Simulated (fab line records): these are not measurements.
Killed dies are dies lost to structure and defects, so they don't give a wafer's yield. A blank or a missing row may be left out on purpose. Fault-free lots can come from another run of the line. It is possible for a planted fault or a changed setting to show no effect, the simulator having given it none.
fab line records -- flow sky130
[record] lots = 6, wafers = 18, last_day = 50
route steps=708 shown LDD_HVP@285 LDD_LDN@289 PAD_OPEN@708
lots untouched by any fault: they come from a run of this same line in which no faults occurred
start_h: hours from the record's first day to the start of the lot's first wafer shown -- wait_h: hours elapsed since this lot's preceding step -- " same as the row above -- L1.1+2: one row covering several wafers at once -- - value missing, or start not given -- * or withheld: withheld -- < > ~ a bound
route shown NAME@n: NAME is a module with steps in the file, n the number in the route of the first one -- usual: mean/standard deviation taken from wafers without a fault -- same: alike in all rows -- chamber/n: place in a boat -- sites: readings site by site -- _std_site: standard deviation of those values -- _edge_site: inner sites' mean taken away from outer sites' mean -- radius_mm: for every site, how far away it sits from the centre of the wafer -- mask NAME#n: copy n -- behind: tool/chamber where the wafer was last shaped -- hold: why the lot was held/for how many hours/how that ended -- device: the transistor (n, p or np) that didn't switch -- end of line: tests of these same wafers at the route's end -- for a step that has no rows: nothing shown but its recipe -- killed: count of dies lost to structure and defects at first sort (not the wafer's yield) -- map: dies across one wafer; x = killed, . = not, _ = none there
set.NAME: the setting as run; set.NAME@STEP: as run at that earlier step -- model.NAME: the simulator's own value behind a step, which no gauge read
certain route steps with their lots: each step a table, each wafer a row
services: a tool's chamber out of use, with start hour (start_h, from the record's first day; less than 0 if before it), hours out, and reason
[[steps]]
[step SKY_LDD_HVP_OVL_MEAS_07]
[usual] LDD_HVP_OVL = 0.4/1.3
lot.wafer,tool,chamber,start_h,wait_h,LDD_HVP_OVL[nm]
L330.1,overlay-02,-,486.92,0.1,1.3
L330.2,overlay-02,-,486.92,0.1,4.4
L330.4,overlay-02,-,486.92,0.1,2.1
L335.1,overlay-02,-,537.75,0.1,-0.5
L335.3,overlay-02,-,537.75,0.1,-0.3
L335.4,overlay-02,-,537.75,0.1,-0.6
L343.2,overlay-01,-,599.43,0.1,0.5
L343.4,overlay-01,-,599.43,0.1,-0.2
L343.6,overlay-01,-,599.43,0.1,-0.3
L344.2,overlay-02,-,608.64,0.1,-0.1
L344.5,overlay-02,-,608.64,0.1,-0.6
L344.6,overlay-02,-,608.64,0.1,2.1
L353.3,overlay-02,-,695.68,0.1,-0.7
L353.5,overlay-02,-,695.68,0.1,-0.2
L353.6,overlay-02,-,695.68,0.1,0.3
L351.2,overlay-02,-,698.03,0.1,1.1
L351.4,overlay-02,-,698.03,0.1,0.5
L351.5,overlay-02,-,698.03,0.1,1.3
[step SKY_LDD_HVP_IMPLANT_08]
[recipe] species = B, energy_kev = 20, dose_cm2 = 1.7e+13, tilt_deg = 17.9
[step SKY_LDD_HVP_STRIP_09]
[recipe] chemistry = O2/N2, power_w = 1400, pressure_mtorr = 1500, platen_temp_c = withheld, o2_flow_sccm = 3000, n2_flow_sccm = 300, overash_fraction = 0.5
[usual] drypump_motor_current_A = 5.9/0.61, oes_product_au = 0.409/0.0044, strip_time_to_endpoint_s = 4.142/0.015
[same] overash_fraction = 0.5
lot.wafer,tool,chamber,start_h,wait_h,drypump_motor_current_A,oes_product_au,rf_hours_counter_h,strip_time_to_endpoint_s
L330.1,plasma_asher-04,1,487.11,0.1,5.4,0.408,37,4.171
L330.2,plasma_asher-04,0,487.11,0.1,6.5,0.402,37,4.140
L330.4,plasma_asher-04,1,487.11,0.1,5.3,0.409,-,4.151
L335.1,plasma_asher-04,0,537.94,0.1,6.5,0.413,42,4.129
L335.3,plasma_asher-04,1,537.94,0.1,5.3,0.416,-,4.143
L335.4,plasma_asher-04,0,537.94,0.1,6.5,0.416,-,4.138
L343.2,plasma_asher-04,0,599.61,0.1,6.5,0.407,48,4.165
L343.4,plasma_asher-04,1,599.61,0.1,5.3,0.410,-,4.148
L343.6,plasma_asher-04,1,599.61,0.1,5.4,0.406,-,4.144
L344.2,plasma_asher-02,0,608.82,0.1,5.2,0.405,17,4.155
L344.5,plasma_asher-02,1,608.82,0.1,6.5,0.416,-,4.123
L344.6,plasma_asher-02,0,608.82,0.1,5.2,0.411,-,4.141
L353.3,plasma_asher-04,0,695.89,0.1,6.5,0.408,-,4.133
L353.5,plasma_asher-04,0,695.89,0.1,6.5,0.411,-,4.162
L353.6,plasma_asher-04,1,695.89,0.1,5.3,0.410,-,4.153
L351.2,plasma_asher-02,0,698.21,0.1,5.2,0.414,25,4.122
L351.4,plasma_asher-02,1,698.21,0.1,6.5,0.413,-,4.130
L351.5,plasma_asher-02,0,698.21,0.1,5.2,0.411,-,4.141
[step SKY_LDD_HVP_TW_MEAS_10]
[usual] LDD_HVP_TW = 455.3/2.5
lot.wafer,tool,chamber,start_h,wait_h,LDD_HVP_TW
L330.1,film_metro-02,-,487.21,0.1,453.1
L330.2,film_metro-02,-,487.21,0.1,451.6
L330.4,film_metro-02,-,487.21,0.1,454.4
L335.1,film_metro-04,-,538.04,0.1,459.0
L335.3,film_metro-04,-,538.04,0.1,460.5
L335.4,film_metro-04,-,538.04,0.1,459.7
L343.2,film_metro-01,-,599.72,0.1,456.5
L343.4,film_metro-01,-,599.72,0.1,454.8
L343.6,film_metro-01,-,599.72,0.1,455.9
L344.2,film_metro-04,-,608.93,0.1,457.6
L344.5,film_metro-04,-,608.93,0.1,460.8
L344.6,film_metro-04,-,608.93,0.1,458.3
L353.3,film_metro-01,-,695.98,0.1,454.0
L353.5,film_metro-01,-,695.98,0.1,454.2
L353.6,film_metro-01,-,695.98,0.1,453.7
L351.2,film_metro-01,-,698.32,0.1,453.5
L351.4,film_metro-01,-,698.32,0.1,455.7
L351.5,film_metro-01,-,698.32,0.1,455.7
[step SKY_LDD_LDN_DEHYDRATE_00]
[recipe] temp_c = 200, time_s = 60
[step SKY_LDD_LDN_HMDS_01]
[recipe] prime_time_s = 60, prime_temp_c = 120
[step SKY_LDD_LDN_COAT_02]
[recipe] resist = NOVOLAK, spin_rpm = 3000, resist_thk_nm = 1140
[step SKY_LDD_LDN_SOFTBAKE_03]
[recipe] temp_c = 90, time_s = 57.78, resist = NOVOLAK
[step SKY_LDD_LDN_EXPOSE_04]
[recipe] mask_id = LDNTM, na = 0.6, source_shape = conventional, sigma_outer = 0.6, polarization = unpolarized, target_cd_nm = 700, dose_mj = 140
[step SKY_LDD_LDN_PEB_05]
[recipe] temp_c = withheld, time_s = *, resist = NOVOLAK
[step SKY_LDD_LDN_DEVELOP_06]
[recipe] resist = NOVOLAK, developer = TMAH, develop_time_s = 60, dev_temp_c = 23
[step SKY_LDD_LDN_OVL_MEAS_07]
[usual] LDD_LDN_OVL = 1.1/1.4
lot.wafer,tool,chamber,start_h,wait_h,LDD_LDN_OVL[nm]
L330.1,overlay-02,-,517.20,0.1,-1.8
L330.2,overlay-02,-,517.20,0.1,-1.5
L330.4,overlay-02,-,517.20,0.1,-1.6
L335.1,overlay-01,-,567.58,0.1,-0.3
L335.3,overlay-01,-,567.58,0.1,1.4
L335.4,overlay-01,-,567.58,0.1,0.8
L343.2,overlay-02,-,628.11,0.1,2.5
L343.4,overlay-02,-,628.11,0.1,2.7
L343.6,overlay-02,-,628.11,0.1,3.2
L344.2,overlay-02,-,637.64,0.1,1.3
L344.5,overlay-02,-,637.64,0.1,2.0
L344.6,overlay-02,-,637.64,0.1,-0.9
L353.3,overlay-02,-,723.30,0.1,2.4
L353.5,overlay-02,-,723.30,0.1,1.4
L353.6,overlay-02,-,723.30,0.1,-0.8
L351.2,overlay-01,-,725.79,0.1,2.1
L351.4,overlay-01,-,725.79,0.1,1.6
L351.5,overlay-01,-,725.79,0.1,-0.9
[step SKY_LDD_LDN_IMPLANT_08]
[recipe] species = As, energy_kev = 15, dose_cm2 = 1.25e+13, tilt_deg = withheld, rotation_deg = 23
[usual] dose_ions_cm2 = 1.2504e+13/1.4e+10, faraday_current_uA = 70.6/1.5
lot.wafer,tool,chamber,start_h,wait_h,dose_ions_cm2,faraday_current_uA
L330.1,implanter-02,0,517.24,0.0,1.2499e+13,70.6
L330.2,implanter-02,0,517.24,0.0,1.2511e+13,71.8
L330.4,implanter-02,0,517.24,0.0,1.2503e+13,70.9
L335.1,implanter-03,0,567.62,0.0,1.2494e+13,70.1
L335.3,implanter-03,0,567.62,0.0,1.2499e+13,70.0
L335.4,implanter-03,0,567.62,0.0,1.2501e+13,68.4
L343.2,implanter-02,0,628.16,0.0,1.266e+12,7.1
L343.4,implanter-02,0,628.16,0.0,1.269e+12,7.2
L343.6,implanter-02,0,628.16,0.0,1.276e+12,7.0
L344.2,implanter-02,0,637.69,0.0,1.259e+12,6.9
L344.5,implanter-02,0,637.69,0.0,1.246e+12,7.2
L344.6,implanter-02,0,637.69,0.0,1.243e+12,7.1
L353.3,implanter-02,0,723.37,0.1,1.2479e+13,70.8
L353.5,implanter-02,0,723.37,0.1,1.2481e+13,70.2
L353.6,implanter-02,0,723.37,0.1,1.2487e+13,69.5
L351.2,implanter-01,0,725.84,0.0,1.251e+13,71.0
L351.4,implanter-01,0,725.84,0.0,1.2511e+13,69.5
L351.5,implanter-01,0,725.84,0.0,1.2523e+13,71.2
[step SKY_LDD_LDN_IMPLANT_09]
[recipe] species = As, energy_kev = 15, dose_cm2 = 1.25e+13, tilt_deg = withheld, rotation_deg = 113
[step SKY_LDD_LDN_IMPLANT_10]
[recipe] species = As, energy_kev = 15, dose_cm2 = 1.25e+13, tilt_deg = withheld, rotation_deg = 203
[step SKY_LDD_LDN_IMPLANT_11]
[recipe] species = As, energy_kev = 15, dose_cm2 = 1.25e+13, tilt_deg = withheld, rotation_deg = 293
[step SKY_LDD_LDN_STRIP_12]
[recipe] chemistry = O2/N2, power_w = 1400, pressure_mtorr = 1500, platen_temp_c = withheld, o2_flow_sccm = 3000, n2_flow_sccm = 300, overash_fraction = 0.5
[usual] drypump_motor_current_A = 6.0/0.59, oes_product_au = 0.715/0.0048, strip_time_to_endpoint_s = 14.20/0.05
[same] overash_fraction = 0.5
lot.wafer,tool,chamber,start_h,wait_h,drypump_motor_current_A,oes_product_au,rf_hours_counter_h,strip_time_to_endpoint_s
L330.1,plasma_asher-01,1,517.84,0.1,6.5,0.713,85,14.17
L330.2,plasma_asher-01,0,517.84,0.1,5.8,0.716,85,14.13
L330.4,plasma_asher-01,0,517.84,0.1,5.8,0.717,-,14.15
L335.1,plasma_asher-02,1,568.22,0.1,6.6,0.716,13,14.19
L335.3,plasma_asher-02,1,568.22,0.1,6.5,0.713,-,14.20
L335.4,plasma_asher-02,0,568.22,0.1,5.2,0.717,-,14.18
L343.2,plasma_asher-02,1,628.74,0.1,6.5,0.717,19,14.22
L343.4,plasma_asher-02,1,628.74,0.1,6.6,0.715,-,14.20
L343.6,plasma_asher-02,0,628.74,0.1,5.2,0.717,-,14.23
L344.2,plasma_asher-01,1,638.27,0.1,6.5,0.708,97,14.11
L344.5,plasma_asher-01,0,638.27,0.1,5.8,0.716,-,14.14
L344.6,plasma_asher-01,1,638.27,0.1,6.5,0.716,-,14.15
L353.3,plasma_asher-03,0,723.95,0.1,6.7,0.720,-,14.26
L353.5,plasma_asher-03,0,723.95,0.1,6.7,0.717,-,14.22
L353.6,plasma_asher-03,1,723.95,0.1,5.5,0.721,-,14.23
L351.2,plasma_asher-02,0,726.42,0.1,5.2,0.721,28,14.13
L351.4,plasma_asher-02,1,726.42,0.1,6.5,0.710,-,14.13
L351.5,plasma_asher-02,0,726.42,0.1,5.2,0.708,-,14.16
[step SKY_LDD_LDN_TW_MEAS_13]
[usual] LDD_LDN_TW = 1477/8.5
lot.wafer,tool,chamber,start_h,wait_h,LDD_LDN_TW
L330.1,film_metro-01,-,517.94,0.1,1480
L330.2,film_metro-01,-,517.94,0.1,1472
L330.4,film_metro-01,-,517.94,0.1,1478
L335.1,film_metro-04,-,568.32,0.1,1482
L335.3,film_metro-04,-,568.32,0.1,1485
L335.4,film_metro-04,-,568.32,0.1,1476
L343.2,film_metro-04,-,628.85,0.1,1375
L343.4,film_metro-04,-,628.85,0.1,1373
L343.6,film_metro-04,-,628.85,0.1,1371
L344.2,film_metro-03,-,638.38,0.1,1370
L344.5,film_metro-03,-,638.38,0.1,1359
L344.6,film_metro-03,-,638.38,0.1,1355
L353.3,film_metro-01,-,724.04,0.1,1466
L353.5,film_metro-01,-,724.04,0.1,1471
L353.6,film_metro-01,-,724.04,0.1,1463
L351.2,film_metro-01,-,726.53,0.1,1469
L351.4,film_metro-01,-,726.53,0.1,1470
L351.5,film_metro-01,-,726.53,0.1,1478
[step SKY_LDD_LDN_CLEAN_14]
[recipe] chemistry = SC1/SC2, mix = 1:4:20, temp_c = 70, time_s = 150, dry = n2_spin
[step SKY_PAD_OPEN_PROBE_99]
[usual] killed_at_M0_to_M3 = 43/6.8, killed_at_M4_up = 3.2/1.9, killed_at_contacts = 24/5, killed_at_front_end = 16/4.9, killed_at_other = 0.4/0.76, killed_dies = 87/10, killed_on_rim = 17/3.9, killed_open = 47/7.3, killed_short = 39/6.2
[same] gross_dies = 492, killed_at_back_side = 0
lot.wafer,tool,chamber,start_h,wait_h,killed_at_M0_to_M3,killed_at_M4_up,killed_at_contacts,killed_at_front_end,killed_at_other,killed_dies,killed_on_rim,killed_open,killed_short,model.etest.tip_sonos.rs_ohm_sq
L330.1,prober-02,-,1067.98,0.1,46,3,20,19,0,88,14,45,43,2745
L330.2,prober-02,-,1068.03,0.1,40,6,30,24,1,101,18,51,49,2755
L330.4,prober-02,-,1068.13,0.2,37,6,19,9,0,71,13,36,35,2712
L335.1,prober-01,-,1102.50,0.1,38,2,24,17,0,81,17,49,32,2761
L335.3,prober-01,-,1102.60,0.2,48,4,26,23,0,101,18,59,42,2707
L335.4,prober-01,-,1102.65,0.2,50,5,22,24,0,101,20,57,42,2659
L343.2,prober-01,-,1142.25,0.1,50,1,16,20,1,88,16,51,37,2990
L343.4,prober-01,-,1142.35,0.2,47,4,19,14,0,84,12,46,38,3071
L343.6,prober-01,-,1142.45,0.2,48,3,33,17,0,101,26,59,42,3072
L344.2,prober-02,-,1151.46,0.1,43,3,27,17,0,90,19,39,51,3052
L344.5,prober-02,-,1151.61,0.2,29,1,33,14,0,77,13,41,36,3047
L344.6,prober-02,-,1151.66,0.2,35,3,33,17,0,88,19,47,41,3001
L353.3,prober-02,-,1201.91,0.2,54,0,26,15,0,95,20,51,43,2644
L353.5,prober-02,-,1202.01,0.2,49,3,22,15,0,89,16,44,43,2662
L353.6,prober-02,-,1202.06,0.2,31,4,22,10,0,67,18,31,36,2710
L351.2,prober-01,-,1203.74,0.1,40,8,17,13,1,79,17,40,39,2669
L351.4,prober-01,-,1203.84,0.2,43,7,28,11,0,89,18,52,37,2629
L351.5,prober-01,-,1203.89,0.2,40,6,23,16,0,85,13,50,35,2672
// killed by level:class
L330.1 VIA1:geometric_particle:open=14 METAL3:geometric_particle:short=6 CONTACT:geometric_particle:open=5 LI_CONTACT:geometric_particle:open=5 METAL1:geometric_particle:short=5 VIA3:geometric_particle:open=5 FIELD_ISO:geometric_particle:short=4 POLY_GATE:geometric_particle:short=4
L330.2 CONTACT:geometric_particle:open=13 VIA1:geometric_particle:open=10 FIELD_ISO:geometric_particle:short=7 POLY_GATE:geometric_particle:short=6 LI_CONTACT:geometric_particle:open=6 METAL1:geometric_particle:short=5 VIA1:geometric_particle:short=5 FIELD_ISO:geometric_particle:open=4
L330.4 VIA1:geometric_particle:open=11 CONTACT:geometric_particle:open=7 CONTACT:geometric_particle:short=6 VIA1:geometric_particle:short=6 VIA2:geometric_particle:open=5 METAL4:geometric_particle:short=5 POLY_GATE:geometric_particle:open=4 METAL1:geometric_particle:short=4
L335.1 VIA1:geometric_particle:open=10 LI_CONTACT:geometric_particle:open=10 VIA3:geometric_particle:open=9 CONTACT:geometric_particle:open=7 VIA1:geometric_particle:short=6 POLY_GATE:geometric_particle:open=5 FIELD_ISO:geometric_particle:short=4 CONTACT:geometric_particle:short=4
L335.3 VIA1:geometric_particle:open=18 CONTACT:geometric_particle:open=10 VIA2:geometric_particle:open=7 FIELD_ISO:geometric_particle:open=6 POLY_GATE:geometric_particle:short=5 LI_CONTACT:geometric_particle:open=5 CONTACT:geometric_particle:short=5 METAL3:geometric_particle:short=5
L335.4 VIA1:geometric_particle:open=13 FIELD_ISO:geometric_particle:short=9 FIELD_ISO:geometric_particle:open=8 CONTACT:geometric_particle:open=8 VIA2:geometric_particle:open=8 VIA3:geometric_particle:open=6 LI_CONTACT:geometric_particle:open=5 LOCAL_INTERCONNECT:geometric_particle:short=4
L343.2 VIA1:geometric_particle:open=13 VIA3:geometric_particle:open=12 FIELD_ISO:geometric_particle:short=7 LI_CONTACT:geometric_particle:open=7 METAL3:geometric_particle:short=6 METAL1:geometric_particle:short=6 CONTACT:geometric_particle:open=5 VIA1:geometric_particle:short=4
L343.4 VIA1:geometric_particle:open=11 VIA3:geometric_particle:open=10 VIA2:geometric_particle:open=7 FIELD_ISO:geometric_particle:short=6 CONTACT:geometric_particle:short=6 CONTACT:geometric_particle:open=6 VIA1:geometric_particle:short=6 METAL3:geometric_particle:short=4
L343.6 CONTACT:geometric_particle:open=13 VIA1:geometric_particle:open=13 VIA3:geometric_particle:open=8 CONTACT:geometric_particle:short=7 LI_CONTACT:geometric_particle:open=6 VIA1:geometric_particle:short=6 FIELD_ISO:geometric_particle:open=5 POLY_GATE:geometric_particle:open=5
L344.2 METAL1:geometric_particle:short=10 VIA1:geometric_particle:open=9 CONTACT:geometric_particle:open=9 VIA1:geometric_particle:short=7 FIELD_ISO:geometric_particle:open=6 LOCAL_INTERCONNECT:geometric_particle:short=6 POLY_GATE:geometric_particle:short=5 LI_CONTACT:geometric_particle:short=4
L344.5 CONTACT:geometric_particle:open=10 LI_CONTACT:geometric_particle:open=9 CONTACT:geometric_particle:short=7 VIA1:geometric_particle:open=7 POLY_GATE:geometric_particle:short=4 LOCAL_INTERCONNECT:geometric_particle:short=4 METAL1:geometric_particle:short=4 METAL2:geometric_particle:short=4
L344.6 LI_CONTACT:geometric_particle:open=11 VIA1:geometric_particle:open=10 CONTACT:geometric_particle:open=9 LOCAL_INTERCONNECT:geometric_particle:short=5 POLY_GATE:geometric_particle:short=4 LI_CONTACT:geometric_particle:short=4 CONTACT:geometric_particle:short=4 METAL2:geometric_particle:short=4
L353.3 VIA1:geometric_particle:open=12 VIA2:geometric_particle:open=10 CONTACT:geometric_particle:open=10 METAL1:geometric_particle:short=10 VIA2:geometric_particle:short=8 LI_CONTACT:geometric_particle:open=7 FIELD_ISO:geometric_particle:short=5 CONTACT:geometric_particle:short=4
L353.5 VIA1:geometric_particle:open=11 CONTACT:geometric_particle:open=8 METAL1:geometric_particle:short=7 VIA1:geometric_particle:short=7 LI_CONTACT:geometric_particle:open=6 VIA2:geometric_particle:open=6 METAL2:geometric_particle:short=4 FIELD_ISO:geometric_particle:short=3
L353.6 VIA1:geometric_particle:open=9 LI_CONTACT:geometric_particle:short=5 LOCAL_INTERCONNECT:geometric_particle:short=5 CONTACT:geometric_particle:open=5 METAL1:geometric_particle:short=5 VIA1:geometric_particle:short=5 POLY_GATE:geometric_particle:open=3 LI_CONTACT:geometric_particle:open=3
L351.2 VIA3:geometric_particle:open=7 VIA2:geometric_particle:open=7 METAL4:geometric_particle:short=7 FIELD_ISO:geometric_particle:open=5 METAL2:geometric_particle:short=5 CONTACT:geometric_particle:open=5 VIA1:geometric_particle:open=5 LOCAL_INTERCONNECT:geometric_particle:short=4
L351.4 VIA3:geometric_particle:open=12 VIA1:geometric_particle:open=9 CONTACT:geometric_particle:open=8 LOCAL_INTERCONNECT:geometric_particle:short=7 METAL1:geometric_particle:short=7 LI_CONTACT:geometric_particle:open=6 FIELD_ISO:geometric_particle:open=4 CONTACT:geometric_particle:short=4
L351.5 VIA3:geometric_particle:open=11 CONTACT:geometric_particle:open=10 POLY_GATE:geometric_particle:open=7 CONTACT:geometric_particle:short=6 VIA1:geometric_particle:open=6 METAL2:geometric_particle:short=6 FIELD_ISO:geometric_particle:short=4 LI_CONTACT:geometric_particle:open=4
[[services]]
tool,chamber,start_h,hours,kind
implanter-02,-,475.58,15.8,pm
plasma_asher-02,-,487.02,14.6,pm
plasma_asher-03,-,489.84,6.9,repair
implanter-02,-,551.17,3.2,repair
implanter-03,-,559.97,5.6,pm
implanter-03,-,596.66,18.2,repair
implanter-02,-,612.93,3.3,repair
implanter-03,-,614.40,7.0,repair
plasma_asher-01,-,622.87,0.7,repair
implanter-01,-,635.18,6.8,repair
implanter-01,-,659.47,4.3,pm
plasma_asher-03,-,679.48,0.5,repair
implanter-02,-,718.31,4.6,pm
[[key]]
[first_sign] step = SKY_LDD_LDN_IMPLANT_08, reading = dose_ions_cm2, direction = down, sigmas = 99+, usual = *, struck = *
[effect] step = SKY_LDD_LDN_IMPLANT_08, reading = faraday_current_uA, direction = down, sigmas = 41, usual = 70.6, struck = 7.1
[effect] step = SKY_LDD_LDN_TW_MEAS_13, reading = LDD_LDN_TW, direction = down, sigmas = 13, usual = 1477, struck = 1367
[model_effect] step = SKY_PAD_OPEN_PROBE_99, value = etest.tip_sonos.rs_ohm_sq, without = 2631, struck = 3039
met_at SKY_LDD_LDN_IMPLANT_08
struck_wafers L343.2,L343.4,L343.6,L344.2,L344.5,L344.6
tester_left_out L343,L344
onset_between 517.24 628.16
[fault] kind = process_parameter_drift, tool = implanter-02, chamber = -, onset_h = 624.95, steps = SKY_LDD_LDN_IMPLANT_08, channel = dose_cm2, offset = *, shape = step, end_h = 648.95, acts_in = *, stated = *
// tester_left_out: of these lots the tester's yield and bins aren't shown, on N5 and GAA mostly nor the transistor test; their killed dies are dies lost to structure and defects alone, not to doping, threshold or leakage, so they don't give the yield
